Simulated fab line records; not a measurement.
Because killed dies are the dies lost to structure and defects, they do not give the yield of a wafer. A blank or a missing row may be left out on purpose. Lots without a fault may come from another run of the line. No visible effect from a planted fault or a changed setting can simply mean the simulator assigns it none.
A sampling plan put to the test | flow sky130 | one fab line, 46 faults that these records tell of, each judged on the records of the lots that it struck
The plan consists of the line's own looks: route steps at which the wafer is read by a gauge or an inspection but not changed. Where struck wafers have a number at a look and the file lists that look's usual mean and standard deviation on fault-free wafers, the look can be judged. Caught: 4 or more of those standard deviations (sigma) separate the usual mean from the mean of the struck wafers at a look after the fault's first step. On the tool: the identical test, applied to the tool's own readings at the steps of the fault. If the struck wafers alone have a blank record, or they carry another recipe, that too counts as caught.

## THE FAULTS, as the simulator had put them in
1. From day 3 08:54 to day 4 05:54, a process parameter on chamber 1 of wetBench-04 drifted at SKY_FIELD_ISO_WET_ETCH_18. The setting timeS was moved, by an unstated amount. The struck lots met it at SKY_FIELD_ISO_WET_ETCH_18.
2. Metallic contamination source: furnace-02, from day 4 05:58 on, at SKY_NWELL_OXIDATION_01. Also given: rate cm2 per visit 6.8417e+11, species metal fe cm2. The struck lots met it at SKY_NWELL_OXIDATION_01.
3. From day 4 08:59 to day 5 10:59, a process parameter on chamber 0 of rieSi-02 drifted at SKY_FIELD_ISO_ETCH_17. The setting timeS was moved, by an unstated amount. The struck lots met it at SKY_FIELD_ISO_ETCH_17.
4. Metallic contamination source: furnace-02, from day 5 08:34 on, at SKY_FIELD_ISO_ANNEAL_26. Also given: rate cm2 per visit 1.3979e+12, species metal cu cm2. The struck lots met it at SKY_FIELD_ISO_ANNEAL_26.
5. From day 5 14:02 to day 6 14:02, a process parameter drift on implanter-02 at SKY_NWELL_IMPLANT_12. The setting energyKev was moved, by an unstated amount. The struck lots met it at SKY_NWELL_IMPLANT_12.
6. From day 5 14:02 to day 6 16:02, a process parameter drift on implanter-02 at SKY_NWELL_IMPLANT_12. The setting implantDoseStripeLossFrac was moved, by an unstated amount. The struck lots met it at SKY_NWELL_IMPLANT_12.
7. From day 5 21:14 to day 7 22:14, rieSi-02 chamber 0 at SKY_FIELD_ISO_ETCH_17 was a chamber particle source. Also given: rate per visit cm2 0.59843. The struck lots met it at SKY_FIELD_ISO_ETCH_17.
8. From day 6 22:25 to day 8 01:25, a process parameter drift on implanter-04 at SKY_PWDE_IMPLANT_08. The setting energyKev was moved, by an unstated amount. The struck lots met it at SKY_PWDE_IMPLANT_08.
9. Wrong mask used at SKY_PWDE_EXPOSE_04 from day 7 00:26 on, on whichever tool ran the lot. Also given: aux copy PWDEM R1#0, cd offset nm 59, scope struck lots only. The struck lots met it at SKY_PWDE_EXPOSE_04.
10. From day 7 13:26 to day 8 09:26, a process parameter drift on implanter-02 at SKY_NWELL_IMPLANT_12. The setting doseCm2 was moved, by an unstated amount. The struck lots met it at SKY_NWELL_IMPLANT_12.
11. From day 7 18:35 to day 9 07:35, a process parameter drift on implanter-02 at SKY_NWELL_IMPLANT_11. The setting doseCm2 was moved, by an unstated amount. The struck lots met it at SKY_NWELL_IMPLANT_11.
12. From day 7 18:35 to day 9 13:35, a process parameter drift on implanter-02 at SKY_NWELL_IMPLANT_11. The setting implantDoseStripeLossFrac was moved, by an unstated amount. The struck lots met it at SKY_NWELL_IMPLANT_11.
13. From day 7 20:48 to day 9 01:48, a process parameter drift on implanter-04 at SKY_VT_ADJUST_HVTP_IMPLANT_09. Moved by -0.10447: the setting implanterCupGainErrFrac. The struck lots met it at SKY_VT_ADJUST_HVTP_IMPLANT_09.
14. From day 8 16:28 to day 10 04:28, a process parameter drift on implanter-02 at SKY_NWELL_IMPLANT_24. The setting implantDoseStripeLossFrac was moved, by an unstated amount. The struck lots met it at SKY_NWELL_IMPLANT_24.
15. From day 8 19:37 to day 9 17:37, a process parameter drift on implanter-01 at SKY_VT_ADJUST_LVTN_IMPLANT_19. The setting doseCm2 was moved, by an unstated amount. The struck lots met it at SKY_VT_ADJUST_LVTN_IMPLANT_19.
16. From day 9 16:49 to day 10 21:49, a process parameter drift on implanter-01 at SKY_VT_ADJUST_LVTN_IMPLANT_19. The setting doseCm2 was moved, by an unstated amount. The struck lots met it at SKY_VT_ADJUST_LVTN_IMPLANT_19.
17. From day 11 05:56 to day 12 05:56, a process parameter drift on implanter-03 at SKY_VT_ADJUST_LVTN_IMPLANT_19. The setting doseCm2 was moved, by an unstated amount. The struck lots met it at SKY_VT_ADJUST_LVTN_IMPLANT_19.
18. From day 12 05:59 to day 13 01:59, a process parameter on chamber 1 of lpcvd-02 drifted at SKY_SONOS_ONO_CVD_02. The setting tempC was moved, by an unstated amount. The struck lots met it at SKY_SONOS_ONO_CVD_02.
19. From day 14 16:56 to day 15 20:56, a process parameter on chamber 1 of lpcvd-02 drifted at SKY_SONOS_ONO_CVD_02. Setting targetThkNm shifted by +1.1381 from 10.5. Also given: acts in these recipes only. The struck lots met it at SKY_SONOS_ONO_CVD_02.
20. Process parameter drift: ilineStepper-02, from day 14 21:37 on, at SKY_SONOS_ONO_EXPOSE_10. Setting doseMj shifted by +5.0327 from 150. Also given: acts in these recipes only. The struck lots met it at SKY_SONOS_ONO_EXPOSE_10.
21. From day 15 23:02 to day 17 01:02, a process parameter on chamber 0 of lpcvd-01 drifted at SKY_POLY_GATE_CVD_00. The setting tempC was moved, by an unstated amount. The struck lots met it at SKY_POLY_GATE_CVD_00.
22. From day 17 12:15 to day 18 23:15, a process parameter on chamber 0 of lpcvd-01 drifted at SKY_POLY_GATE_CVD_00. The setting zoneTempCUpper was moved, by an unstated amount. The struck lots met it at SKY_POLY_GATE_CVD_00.
23. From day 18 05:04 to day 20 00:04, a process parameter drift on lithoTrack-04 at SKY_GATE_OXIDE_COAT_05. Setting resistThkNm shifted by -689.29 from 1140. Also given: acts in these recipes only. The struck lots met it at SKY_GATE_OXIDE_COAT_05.
24. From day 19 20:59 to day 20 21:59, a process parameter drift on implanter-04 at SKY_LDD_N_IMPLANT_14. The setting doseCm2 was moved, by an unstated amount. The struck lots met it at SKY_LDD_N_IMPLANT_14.
25. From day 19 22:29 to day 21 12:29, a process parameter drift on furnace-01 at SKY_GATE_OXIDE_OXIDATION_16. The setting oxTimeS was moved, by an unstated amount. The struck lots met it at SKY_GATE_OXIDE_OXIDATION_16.
26. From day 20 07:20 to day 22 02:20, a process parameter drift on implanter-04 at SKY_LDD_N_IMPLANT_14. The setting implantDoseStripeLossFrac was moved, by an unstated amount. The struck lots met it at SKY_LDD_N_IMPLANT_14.
27. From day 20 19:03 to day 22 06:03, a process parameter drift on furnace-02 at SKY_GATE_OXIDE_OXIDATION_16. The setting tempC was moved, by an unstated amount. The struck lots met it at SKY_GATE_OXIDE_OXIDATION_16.
28. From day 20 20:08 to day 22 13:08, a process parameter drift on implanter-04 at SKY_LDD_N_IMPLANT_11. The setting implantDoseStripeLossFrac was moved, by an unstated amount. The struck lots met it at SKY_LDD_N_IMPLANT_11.
29. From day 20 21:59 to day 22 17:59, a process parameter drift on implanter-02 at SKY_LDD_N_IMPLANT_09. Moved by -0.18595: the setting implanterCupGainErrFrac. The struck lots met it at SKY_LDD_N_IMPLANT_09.
30. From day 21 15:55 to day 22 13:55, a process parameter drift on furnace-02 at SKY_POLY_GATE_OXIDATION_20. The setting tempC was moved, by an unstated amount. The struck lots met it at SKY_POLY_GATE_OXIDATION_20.
31. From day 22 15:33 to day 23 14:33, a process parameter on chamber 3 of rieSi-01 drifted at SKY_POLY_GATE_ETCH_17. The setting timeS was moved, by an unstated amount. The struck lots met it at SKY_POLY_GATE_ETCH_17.
32. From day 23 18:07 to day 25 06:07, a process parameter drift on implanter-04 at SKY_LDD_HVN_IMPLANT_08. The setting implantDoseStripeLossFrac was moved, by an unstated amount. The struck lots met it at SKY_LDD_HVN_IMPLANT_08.
33. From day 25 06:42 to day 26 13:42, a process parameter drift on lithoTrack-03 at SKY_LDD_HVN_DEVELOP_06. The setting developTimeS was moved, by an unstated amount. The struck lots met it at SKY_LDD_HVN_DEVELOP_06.
34. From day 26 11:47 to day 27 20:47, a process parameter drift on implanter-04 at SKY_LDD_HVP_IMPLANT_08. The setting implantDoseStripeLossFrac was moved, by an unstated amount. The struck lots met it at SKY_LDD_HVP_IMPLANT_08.
35. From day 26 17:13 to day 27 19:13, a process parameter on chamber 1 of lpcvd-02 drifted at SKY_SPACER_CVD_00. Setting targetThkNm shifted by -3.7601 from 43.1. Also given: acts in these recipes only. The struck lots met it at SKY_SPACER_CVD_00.
36. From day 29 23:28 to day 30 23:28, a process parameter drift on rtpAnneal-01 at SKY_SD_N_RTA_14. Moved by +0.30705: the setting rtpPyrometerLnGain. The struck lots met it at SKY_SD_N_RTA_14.
37. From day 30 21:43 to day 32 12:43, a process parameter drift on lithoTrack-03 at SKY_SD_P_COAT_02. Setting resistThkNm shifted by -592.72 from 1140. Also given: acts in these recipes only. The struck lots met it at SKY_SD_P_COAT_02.
38. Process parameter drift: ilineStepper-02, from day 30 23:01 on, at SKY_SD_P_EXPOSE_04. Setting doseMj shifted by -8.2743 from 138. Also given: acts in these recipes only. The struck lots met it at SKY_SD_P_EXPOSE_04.
39. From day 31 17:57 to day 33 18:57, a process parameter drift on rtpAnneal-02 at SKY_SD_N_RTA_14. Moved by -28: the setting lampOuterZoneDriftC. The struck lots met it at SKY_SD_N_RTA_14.
40. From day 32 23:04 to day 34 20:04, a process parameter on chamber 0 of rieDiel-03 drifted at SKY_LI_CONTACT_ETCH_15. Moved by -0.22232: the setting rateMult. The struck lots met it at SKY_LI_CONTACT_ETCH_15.
41. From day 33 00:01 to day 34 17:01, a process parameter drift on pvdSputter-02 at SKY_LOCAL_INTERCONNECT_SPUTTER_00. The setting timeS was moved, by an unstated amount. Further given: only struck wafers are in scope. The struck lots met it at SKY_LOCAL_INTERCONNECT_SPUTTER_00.
42. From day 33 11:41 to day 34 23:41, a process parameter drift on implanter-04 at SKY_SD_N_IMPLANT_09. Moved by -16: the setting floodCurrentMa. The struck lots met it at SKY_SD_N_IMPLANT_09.
43. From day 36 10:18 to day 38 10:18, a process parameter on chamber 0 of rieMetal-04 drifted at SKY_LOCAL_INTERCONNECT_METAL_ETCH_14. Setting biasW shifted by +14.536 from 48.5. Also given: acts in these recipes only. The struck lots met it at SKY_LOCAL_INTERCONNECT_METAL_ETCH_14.
44. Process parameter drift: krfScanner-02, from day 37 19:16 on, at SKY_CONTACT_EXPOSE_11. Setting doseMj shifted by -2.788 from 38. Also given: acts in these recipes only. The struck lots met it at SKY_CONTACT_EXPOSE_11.
45. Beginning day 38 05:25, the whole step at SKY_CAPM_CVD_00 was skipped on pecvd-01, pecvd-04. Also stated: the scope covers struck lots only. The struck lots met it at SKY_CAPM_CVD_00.
46. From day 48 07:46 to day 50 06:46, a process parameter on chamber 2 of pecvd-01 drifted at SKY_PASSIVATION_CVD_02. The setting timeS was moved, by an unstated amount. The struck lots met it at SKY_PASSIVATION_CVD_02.

## WHAT THE PLAN SAW
fault | on the tool itself                               | first look that catches it                      | reading, sigma                                                      | median hours from its first step to that look | hours from the fault's start to the first struck lot there | judged looks passed uncaught
1     | runLengthS -51 sigma                             | none of the 2 looks that can be judged after it | -                                                                   | -                                             | -                                                          | 2
2     | under 2 sigma                                    | none of the 4 looks that can be judged after it | -                                                                   | -                                             | -                                                          | 4
3     | runLengthS +22 sigma                             | no look after it can be judged                  | -                                                                   | -                                             | -                                                          | 0
4     | under 2 sigma                                    | none of the 4 looks that can be judged after it | -                                                                   | -                                             | -                                                          | 4
5     | beamEnergyKeV +99 or beyond sigma                | no look after it can be judged                  | -                                                                   | -                                             | -                                                          | 0
6     | under 2 sigma                                    | none of the 7 looks that can be judged after it | strongest: NWELL_RS at SKY_NWELL_RS_MEAS_29, +2.6                   | -                                             | -                                                          | 7
7     | under 2 sigma                                    | no look after it can be judged                  | -                                                                   | -                                             | -                                                          | 0
8     | beamEnergyKeV +99 or beyond sigma                | not the one look that can be judged after it    | strongest: PWDE_RS at SKY_NWELL_RS_MEAS_31, -3.0                    | -                                             | -                                                          | 1
9     | no reading that can be judged                    | no look after it can be judged                  | -                                                                   | -                                             | -                                                          | 0
10    | doseIonsCm2 -99 or beyond sigma                  | SKY_NWELL_RS_MEAS_29                            | NWELL_RS +10                                                        | 21.4                                          | 24                                                         | 0
11    | doseIonsCm2 -27 sigma                            | SKY_NWELL_RS_MEAS_29                            | NWELL_RS +8.5                                                       | 22.2                                          | 24                                                         | 0
12    | no reading that can be judged                    | SKY_NWELL_TW_MEAS_15                            | NWELL_TW -8.8                                                       | 0.5                                           | 3                                                          | 0
13    | beamOnS +5.8 sigma                               | none of the 2 looks that can be judged after it | strongest: VT_ADJUST_HVTP_TW at SKY_VT_ADJUST_HVTP_TW_MEAS_11, +3.4 | -                                             | -                                                          | 2
14    | under 2 sigma                                    | none of the 7 looks that can be judged after it | strongest: NWELL_2_TW at SKY_NWELL_TW_MEAS_26, -2.0                 | -                                             | -                                                          | 7
15    | doseIonsCm2 -99 or beyond sigma                  | SKY_VT_ADJUST_LVTN_TW_MEAS_21                   | VT_ADJUST_LVTN_2_TW -23                                             | 0.2                                           | 4                                                          | 0
16    | doseIonsCm2 +99 or beyond sigma                  | SKY_VT_ADJUST_LVTN_TW_MEAS_21                   | VT_ADJUST_LVTN_2_TW +14                                             | 0.2                                           | 13                                                         | 0
17    | doseIonsCm2 +99 or beyond sigma                  | SKY_VT_ADJUST_LVTN_TW_MEAS_21                   | VT_ADJUST_LVTN_2_TW +18                                             | 0.2                                           | 2                                                          | 0
18    | susceptorTempC +72 sigma                         | SKY_SONOS_ONO_THK_MEAS_03                       | SONOS_ONO_CVD_02_THK +53                                            | 1.1                                           | 11                                                         | 0
19    | under 2 sigma                                    | SKY_SONOS_ONO_THK_MEAS_03                       | SONOS_ONO_CVD_02_THK +9.9                                           | 1.1                                           | 8                                                          | 0
20    | exposureDoseMJCm2 +25 sigma                      | SKY_SONOS_ONO_CD_MEAS_13                        | cdNm -4.2                                                           | 13.0                                          | 17                                                         | 0
21    | susceptorTempC -27 sigma                         | SKY_POLY_GATE_THK_MEAS_01                       | POLY_GATE_CVD_00_THK -14                                            | 1.8                                           | 19                                                         | 0
22    | spikeTcUpperC -52 sigma                          | none of the 5 looks that can be judged after it | strongest: POLY_GATE_CVD_00_THK at SKY_POLY_GATE_THK_MEAS_01, -3.0  | -                                             | -                                                          | 5
23    | no reading that can be judged                    | no look after it can be judged                  | -                                                                   | -                                             | -                                                          | 0
24    | doseIonsCm2 -99 or beyond sigma                  | no look after it can be judged                  | -                                                                   | -                                             | -                                                          | 0
25    | under 2 sigma                                    | no look after it can be judged                  | -                                                                   | -                                             | -                                                          | 0
26    | under 2 sigma                                    | none of the 6 looks that can be judged after it | -                                                                   | -                                             | -                                                          | 6
27    | spikeTcCentreC -11 sigma                         | no look after it can be judged                  | -                                                                   | -                                             | -                                                          | 0
28    | under 2 sigma                                    | none of the 6 looks that can be judged after it | -                                                                   | -                                             | -                                                          | 6
29    | beamOnS +11 sigma                                | no look after it can be judged                  | -                                                                   | -                                             | -                                                          | 0
30    | tubeCenterTempC +99 or beyond sigma              | SKY_POLY_GATE_THK_MEAS_21                       | POLY_GATE_OXIDATION_THK +25                                         | 1.3                                           | 20                                                         | 0
31    | runLengthS +27 sigma                             | not the one look that can be judged after it    | -                                                                   | -                                             | -                                                          | 1
32    | under 2 sigma                                    | none of the 5 looks that can be judged after it | strongest: LDD_HVN_TW at SKY_LDD_HVN_TW_MEAS_10, -2.0               | -                                             | -                                                          | 5
33    | no reading that can be judged                    | SKY_LDD_HVN_TW_MEAS_10                          | LDD_HVN_TW -99 or beyond                                            | 0.4                                           | 25                                                         | 1
34    | no reading that can be judged                    | not the one look that can be judged after it    | strongest: LDD_HVP_TW at SKY_LDD_HVP_TW_MEAS_10, -2.5               | -                                             | -                                                          | 1
35    | under 2 sigma                                    | SKY_SPACER_THK_MEAS_01                          | SPACER_CVD_00_THK -8.5                                              | 1.2                                           | 14                                                         | 0
36    | lampPowerPct -24 sigma                           | SKY_SD_N_RS_MEAS_16                             | SD_N_RS +44                                                         | 0.2                                           | 4                                                          | 0
37    | no reading that can be judged                    | SKY_SD_P_CD_MEAS_07                             | cdNm +30                                                            | 14.0                                          | 19                                                         | 0
38    | exposureDoseMJCm2 -54 sigma                      | SKY_SD_P_CD_MEAS_07                             | cdNm -6.6                                                           | 13.9                                          | 18                                                         | 0
39    | under 2 sigma                                    | SKY_SD_N_RS_MEAS_16                             | SD_N_RS +22                                                         | 0.2                                           | 7                                                          | 0
40    | under 2 sigma                                    | no look after it can be judged                  | -                                                                   | -                                             | -                                                          | 0
41    | under 2 sigma                                    | SKY_LOCAL_INTERCONNECT_RS_MEAS_01               | LOCAL_INTERCONNECT_TIN_RS -10                                       | 0.1                                           | 7                                                          | 0
42    | no reading that can be judged                    | none of the 8 looks that can be judged after it | -                                                                   | -                                             | -                                                          | 8
43    | biasW +99 or beyond sigma                        | not the one look that can be judged after it    | -                                                                   | -                                             | -                                                          | 1
44    | exposureDoseMJCm2 -71 sigma                      | SKY_CONTACT_CD_MEAS_14                          | cdNm -10                                                            | 12.2                                          | 14                                                         | 0
45    | the tool's record is blank for the struck wafers | no look after it can be judged                  | -                                                                   | -                                             | -                                                          | 0
46    | under 2 sigma                                    | SKY_PASSIVATION_THK_MEAS_03                     | PASSIVATION_CVD_02_THK +47                                          | 0.3                                           | 2                                                          | 0
A dash: this means the fault isn't caught or the number doesn't appear in these records.

Caught at a look: 20 of 46. Caught on the tool: 24 of 46. By one or the other: 32 of 46.
Faults 1, 3, 5, 8, 13, 22, 24, 27, 29, 31, 43, 45 were caught on the tool alone.
Caught at a look alone: faults 12, 19, 33, 35, 37, 39, 41, 46.
Caught by neither: faults 2, 4, 6, 7, 9, 14, 23, 25, 26, 28, 32, 34, 40, 42.

## THINNER SAMPLING
If the look that catches a fault measured only every second or every third lot, by lot number, the first struck lot would be measured this late in the worst case:
fault | struck lots at that look, in order of time | every lot | every second lot | every third lot
10    | L343, L344                                 | 24 h      | 29 h             | may miss all 2
11    | L547, L550                                 | 24 h      | 45 h             | may miss all 2
12    | L153, L156, L159                           | 3 h       | 23 h             | may miss all 3
15    | L149, L150                                 | 4 h       | 9 h              | may miss all 2
16    | L723, L725                                 | 13 h      | may miss all 2   | may miss all 2
17    | L509, L511                                 | 2 h       | may miss all 2   | may miss all 2
18    | L317                                       | 11 h      | may miss it      | may miss it
19    | L727, L728                                 | 8 h       | 9 h              | may miss all 2
20    | L546, L547, L548                           | 17 h      | 31 h             | 32 h
21    | L774                                       | 19 h      | may miss it      | may miss it
30    | L248, L246, L247                           | 20 h      | 21 h             | 21 h
33    | L636, L639                                 | 25 h      | 27 h             | may miss all 2
35    | L351                                       | 14 h      | may miss it      | may miss it
36    | L616, L618                                 | 4 h       | may miss all 2   | may miss all 2
37    | L476, L478                                 | 19 h      | may miss all 2   | may miss all 2
38    | L746, L747                                 | 18 h      | 25 h             | may miss all 2
39    | L697, L698                                 | 7 h       | 41 h             | may miss all 2
41    | L489, L490                                 | 7 h       | 41 h             | may miss all 2
44    | L879, L880                                 | 14 h      | 20 h             | may miss all 2
46    | L217                                       | 2 h       | may miss it      | may miss it
Hours: fault start to first struck lot measured. Since the struck wafers were tested as one group against 4 sigma, a single lot by itself may lie under the limit. Other struck lots may not be in these records.

## THE LONGEST TIMED WAY FROM STEP TO LOOK
Fault 11: a median of 22.2 hours passes between SKY_NWELL_IMPLANT_11 and SKY_NWELL_RS_MEAS_29. No look between them can be judged.
